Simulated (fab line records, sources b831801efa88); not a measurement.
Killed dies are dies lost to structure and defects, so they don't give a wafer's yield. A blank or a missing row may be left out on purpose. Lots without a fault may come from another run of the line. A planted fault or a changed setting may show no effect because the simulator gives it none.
fab line records | flow sky130
record lots=5 wafers=15 last_day=50
route steps=708 shown POLY_CUT@318 SD_P@320 RES_XHIGH@332 SD_N@342
lots that met no fault: from a run of the same line without faults
start_h: hours from the record's first day to the start of the lot's first wafer shown | wait_h: hours since the lot's step before | " the same as in the row above | L1.1+2: a row that stands for several wafers | - no value, or no start given | * or withheld: withheld | < > ~ a bound
route shown NAME@n: a module of which the file shows steps, and the number in the route of the first | usual: mean/standard deviation of fault-free wafers | same: alike in all rows | chamber/n: place in a boat | sites: the reading at each site | _std_site: their standard deviation | _edge_site: outer sites' mean less inner sites' | radius_mm: how far each site lies from the wafer's centre | mask NAME#n: copy n | behind: the tool/chamber that last shaped the wafer | hold: why the lot was held/for how many hours/how that ended | device: the transistor (n, p or np) that didn't switch | end of line: the same wafers' tests at the end of the route | a step without rows: its recipe alone | killed: dies lost to structure and defects at the first sort, not the wafer's yield | map: a wafer's dies, x killed, . not, _ none there
set.NAME: the setting as run; set.NAME@STEP: as run at that earlier step | model.NAME: the simulator's own value behind a step, which no gauge read
lots at some steps of the route; a table a step, a row a wafer
services: from which hour (start_h, from the record's first day; less than 0 if before it) a tool's chamber was out of use, for how many hours, and why
## steps
# step SKY_POLY_CUT_ETCH_11
# recipe target=Si3N4 chemistry=CF4/CH2F2/Ar stop_on=poly-Si source_w=600 bias_w=150 pressure_mtorr=40 cf4_flow_sccm=40 ch2f2_flow_sccm=20 Ar_flow_sccm=150 time_s=42.5 target_depth_a=600
# usual drypump_motor_current_A=5.7/0.48 oes_product_au=0.827/0.0069 throttle_valve_pct=14.995/0.0085
# columns lot.wafer tool chamber start_h wait_h drypump_motor_current_A oes_product_au rf_hours_counter_h throttle_valve_pct
L361.1 rie_diel-03 1 580.89 0.0 5.0 0.825 13 15.012
L361.3 " 3 " " 5.3 0.831 3 14.990
L361.5 " 3 " " 5.3 0.828 - 14.999
L364.1 rie_diel-03 0 625.09 0.0 5.1 0.819 5 14.991
L364.2 " 1 " " 5.0 0.822 14 14.992
L364.5 " 3 " " 5.3 0.825 - 14.979
L366.1 rie_diel-01 3 634.94 0.0 5.8 0.825 12 14.987
L366.3 " 1 " " 5.2 0.827 3 15.001
L366.5 " 0 " " 6.5 0.819 - 14.991
L376.1 rie_diel-01 3 704.39 0.0 5.8 0.839 13 14.988
L376.2 " 1 " " 5.2 0.830 4 14.980
L376.3 " 0 " " 6.6 0.836 3 14.997
L381.1 rie_diel-03 0 744.84 0.0 5.1 0.830 8 14.982
L381.2 " 1 " " 5.0 0.830 18 14.999
L381.6 " 1 " " 5.0 0.832 - 14.994
# step SKY_POLY_CUT_STRIP_12
# recipe chemistry=O2/N2 power_w=1400 pressure_mtorr=1500 platen_temp_c=withheld o2_flow_sccm=3000 n2_flow_sccm=300 overash_fraction=0.5
# usual drypump_motor_current_A=5.8/0.51 oes_product_au=0.452/0.0046 strip_time_to_endpoint_s=5.350/0.019
# columns lot.wafer tool chamber start_h wait_h drypump_motor_current_A oes_product_au rf_hours_counter_h strip_time_to_endpoint_s
L361.1 plasma_asher-01 0 580.93 0.0 5.6 0.451 15 5.348
L361.3 " 1 " " 6.5 0.452 - 5.350
L361.5 " 0 " " 5.6 0.447 - 5.351
L364.1 plasma_asher-04 1 625.13 0.0 6.3 0.447 95 5.362
L364.2 " 0 " " 5.3 0.459 95 5.362
L364.5 " 0 " " 5.3 0.444 - 5.362
L366.1 plasma_asher-01 0 634.98 0.0 5.6 0.451 20 5.313
L366.3 " 0 " " 5.6 0.448 - 5.317
L366.5 " 0 " " 5.6 0.445 - 5.330
L376.1 plasma_asher-01 1 704.43 0.0 6.4 0.452 27 5.320
L376.2 " 0 " " 5.6 0.455 27 5.313
L376.3 " 1 " " 6.4 0.457 - 5.306
L381.1 plasma_asher-04 0 744.88 0.0 5.3 0.456 0 5.366
L381.2 " 1 " " 6.3 0.458 0 5.390
L381.6 " 0 " " 5.3 0.450 - 5.385
# step SKY_SD_P_DEHYDRATE_00
# recipe temp_c=200 time_s=60
# step SKY_SD_P_HMDS_01
# recipe prime_time_s=60 prime_temp_c=120
# step SKY_SD_P_COAT_02
# recipe resist=NOVOLAK spin_rpm=3000 resist_thk_nm=1140
# step SKY_SD_P_SOFTBAKE_03
# recipe temp_c=90 time_s=60 resist=NOVOLAK
# step SKY_SD_P_EXPOSE_04
# recipe mask_id=PSDM na=0.6 source_shape=conventional sigma_outer=0.6 polarization=unpolarized target_cd_nm=380 dose_mj=138
# step SKY_SD_P_PEB_05
# recipe temp_c=withheld time_s=* resist=NOVOLAK
# step SKY_SD_P_DEVELOP_06
# recipe resist=NOVOLAK developer=TMAH develop_time_s=60 dev_temp_c=23
# step SKY_SD_P_CD_MEAS_07
# recipe target_cd_nm=380
# usual cd_nm=380.5/2.1
# columns lot.wafer tool chamber start_h wait_h cd_nm
L361.1 cd_sem-01 - 610.44 0.1 381.9
L361.3 " - " " 382.2
L361.5 " - " " 384.3
L364.1 cd_sem-02 - 653.24 0.1 381.2
L364.2 " - " " 382.6
L364.5 " - " " 378.3
L366.1 cd_sem-02 - 662.32 0.1 382.6
L366.3 " - " " 382.0
L366.5 " - " " 380.1
L376.1 cd_sem-02 - 728.57 0.1 379.2
L376.2 " - " " 378.8
L376.3 " - " " 378.4
L381.1 cd_sem-02 - 771.02 0.1 380.7
L381.2 " - " " 381.3
L381.6 " - " " 381.9
# step SKY_SD_P_OVL_MEAS_08
# usual SD_P_OVL=-0.4/1.4
# columns lot.wafer tool chamber start_h wait_h SD_P_OVL[nm]
L361.1 overlay-01 - 610.56 0.1 -3.2
L361.3 " - " " -2.6
L361.5 " - " " -1.1
L364.1 overlay-02 - 653.36 0.1 -0.6
L364.2 " - " " -3.3
L364.5 " - " " -1.2
L366.1 overlay-02 - 662.44 0.1 -0.9
L366.3 " - " " -0.7
L366.5 " - " " -0.7
L376.1 overlay-01 - 728.69 0.1 -1.0
L376.2 " - " " -0.2
L376.3 " - " " 1.0
L381.1 overlay-01 - 771.14 0.1 -0.2
L381.2 " - " " -0.5
L381.6 " - " " -1.1
# step SKY_SD_P_IMPLANT_09
# recipe species=BF2 energy_kev=20 dose_cm2=3e+15 tilt_deg=0
# step SKY_SD_P_STRIP_10
# recipe chemistry=O2/N2 power_w=1400 pressure_mtorr=1500 platen_temp_c=withheld o2_flow_sccm=3000 n2_flow_sccm=300 overash_fraction=0.5
# usual drypump_motor_current_A=6.0/0.56 oes_product_au=0.618/0.0045 strip_time_to_endpoint_s=17.51/0.038
# columns lot.wafer tool chamber start_h wait_h drypump_motor_current_A oes_product_au rf_hours_counter_h strip_time_to_endpoint_s model.NOVOLAK_of_SD_P_COAT_02.thk_nm
L361.1 plasma_asher-01 1 610.75 0.1 6.4 0.614 18 17.53 0
L361.3 " 1 " " 6.4 0.614 - 17.49 0
L361.5 " 0 " " 5.6 0.618 - 17.48 0
L364.1 plasma_asher-04 1 653.54 0.1 6.2 0.613 97 17.51 0
L364.2 " 0 " " 5.3 0.606 97 17.49 0
L364.5 " 1 " " 6.2 0.615 - 17.51 0
L366.1 plasma_asher-04 0 662.62 0.1 5.3 0.555 98 - 692.9
L366.3 " 1 " " 6.3 0.565 - - 694.6
L366.5 " 1 " " 6.3 0.549 - - 694.2
L376.1 plasma_asher-02 0 728.87 0.1 5.3 0.623 93 17.56 0
L376.2 " 1 " " 6.6 0.624 93 17.53 0
L376.3 " 1 " " 6.6 0.614 - 17.51 0
L381.1 plasma_asher-02 0 771.32 0.1 5.3 0.615 98 17.52 0
L381.2 " 1 " " 6.6 0.618 98 17.52 0
L381.6 " 1 " " 6.6 0.609 - 17.48 0
# step SKY_SD_P_TW_MEAS_11
# usual SD_P_TW=2826/27
# columns lot.wafer tool chamber start_h wait_h SD_P_TW
L361.1 film_metro-01 - 610.85 0.1 2832
L361.3 " - " " 2841
L361.5 " - " " 2823
L364.1 film_metro-02 - 653.64 0.1 2781
L364.2 " - " " 2770
L364.5 " - " " 2788
L366.1 film_metro-02 - 662.72 0.1 2790
L366.3 " - " " 2784
L366.5 " - " " 2786
L376.1 film_metro-04 - 728.97 0.1 2868
L376.2 " - " " 2866
L376.3 " - " " 2850
L381.1 film_metro-01 - 771.42 0.1 2828
L381.2 " - " " 2854
L381.6 " - " " 2859
# step SKY_RES_XHIGH_DEHYDRATE_00
# recipe temp_c=200 time_s=60
# step SKY_RES_XHIGH_HMDS_01
# recipe prime_time_s=60 prime_temp_c=120
# step SKY_RES_XHIGH_COAT_02
# recipe resist=NOVOLAK spin_rpm=3000 resist_thk_nm=1140
# step SKY_RES_XHIGH_SOFTBAKE_03
# recipe temp_c=90 time_s=60 resist=NOVOLAK
# step SKY_RES_XHIGH_EXPOSE_04
# recipe mask_id=URPM na=0.6 source_shape=conventional sigma_outer=0.6 polarization=unpolarized target_cd_nm=1270 dose_mj=140
# step SKY_RES_XHIGH_PEB_05
# recipe temp_c=withheld time_s=* resist=NOVOLAK
# step SKY_RES_XHIGH_DEVELOP_06
# recipe resist=NOVOLAK developer=TMAH develop_time_s=60 dev_temp_c=23
# step SKY_RES_XHIGH_IMPLANT_07
# recipe species=BF2 energy_kev=20 dose_cm2=3.6e+14 tilt_deg=0
# step SKY_RES_XHIGH_STRIP_08
# recipe chemistry=O2/N2 power_w=1400 pressure_mtorr=1500 platen_temp_c=withheld o2_flow_sccm=3000 n2_flow_sccm=300 overash_fraction=0.5
# usual drypump_motor_current_A=5.7/0.56 oes_product_au=0.711/0.0044 strip_time_to_endpoint_s=14.26/0.048
# columns lot.wafer tool chamber start_h wait_h drypump_motor_current_A oes_product_au rf_hours_counter_h strip_time_to_endpoint_s
L361.1 plasma_asher-02 1 639.69 0.1 6.6 0.712 84 14.33
L361.3 " 1 " " 6.6 0.708 - 14.34
L361.5 " 0 " " 5.3 0.706 - 14.34
L364.1 plasma_asher-03 1 679.79 0.1 6.0 0.710 54 14.29
L364.2 " 0 " " 5.0 0.705 54 14.27
L364.5 " 1 " " 6.0 0.705 - 14.27
L366.1 plasma_asher-04 0 688.94 0.1 5.3 0.716 101 24.59
L366.3 " 1 " " 6.2 0.720 - 24.68
L366.5 " 1 " " 6.2 0.716 - 24.61
L376.1 plasma_asher-03 1 756.47 0.1 5.9 0.709 61 14.23
L376.2 " 0 " " 5.0 0.704 61 14.21
L376.3 " 1 " " 6.0 0.710 - 14.20
L381.1 plasma_asher-04 1 797.19 0.1 6.3 0.713 5 14.21
L381.2 " 0 " " 5.3 0.713 5 14.24
L381.6 " 0 " " 5.3 0.718 - 14.25
# step SKY_RES_XHIGH_TW_MEAS_09
# usual RES_XHIGH_TW=1643/16
# columns lot.wafer tool chamber start_h wait_h RES_XHIGH_TW
L361.1 film_metro-04 - 639.79 0.1 1659
L361.3 " - " " 1654
L361.5 " - " " 1652
L364.1 film_metro-04 - 679.89 0.1 1656
L364.2 " - " " 1647
L364.5 " - " " 1654
L366.1 film_metro-01 - 689.04 0.1 30
L366.3 " - " " 30
L366.5 " - " " 30
L376.1 film_metro-01 - 756.57 0.1 1634
L376.2 " - " " 1636
L376.3 " - " " 1632
L381.1 film_metro-04 - 797.29 0.1 1658
L381.2 " - " " 1654
L381.6 " - " " 1656
# step SKY_SD_N_DEHYDRATE_00
# recipe temp_c=200 time_s=60
## services
# columns tool chamber start_h hours kind
plasma_asher-03 - 556.93 2.8 pm
rie_diel-01 2 577.29 5.0 repair
rie_diel-01 0 602.57 2.0 repair
plasma_asher-02 - 610.81 5.7 repair
plasma_asher-01 - 639.51 1.0 repair
plasma_asher-04 - 646.20 2.3 repair
plasma_asher-02 - 658.28 0.7 repair
plasma_asher-03 - 689.29 3.5 repair
rie_diel-03 3 705.84 4.0 repair
rie_diel-03 2 725.01 27.3 repair
plasma_asher-04 - 733.75 9.0 pm
plasma_asher-04 0 733.75 9.0 vent_cycle
plasma_asher-04 1 733.75 9.0 vent_cycle
plasma_asher-04 0 742.75 - clean
plasma_asher-04 1 742.75 - clean
rie_diel-01 - 753.00 2.8 pm
plasma_asher-04 - 758.09 2.7 repair
rie_diel-01 2 766.79 5.1 repair
rie_diel-01 3 792.22 2.7 repair
## key
first_sign step=SKY_SD_P_STRIP_10 reading=oes_product_au direction=down sigmas=13 usual=0.618 struck=0.556
effect step=SKY_RES_XHIGH_STRIP_08 reading=strip_time_to_endpoint_s direction=up sigmas=99+ usual=* struck=*
effect step=SKY_RES_XHIGH_TW_MEAS_09 reading=RES_XHIGH_TW direction=down sigmas=99+ usual=1643 struck=30
model_effect step=SKY_SD_P_STRIP_10 value=NOVOLAK_of_SD_P_COAT_02.thk_nm without=0 struck=693.9
model_effect step=SKY_PAD_OPEN_PROBE_99 value=etest.res_xhigh_po.open without=0 struck=1
met_at SKY_SD_P_STRIP_10
struck_wafers L366.1,L366.3,L366.5
sort_left_out L366.1,L366.3,L366.5
tester_left_out L366
onset_between 653.54 662.62
fault kind=strip_aborted tool=plasma_asher-04 chamber=- onset_h=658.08 steps=SKY_SD_P_STRIP_10 offset=0.73752 end_h=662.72
# tester_left_out: of these lots the tester's yield and bins aren't shown, on N5 and GAA mostly nor the transistor test; their killed dies are dies lost to structure and defects alone, not to doping, threshold or leakage, so they don't give the yield
# sort_left_out: the simulated sort isn't trusted on such a fault, so these wafers' sort isn't shown, and their yield isn't known
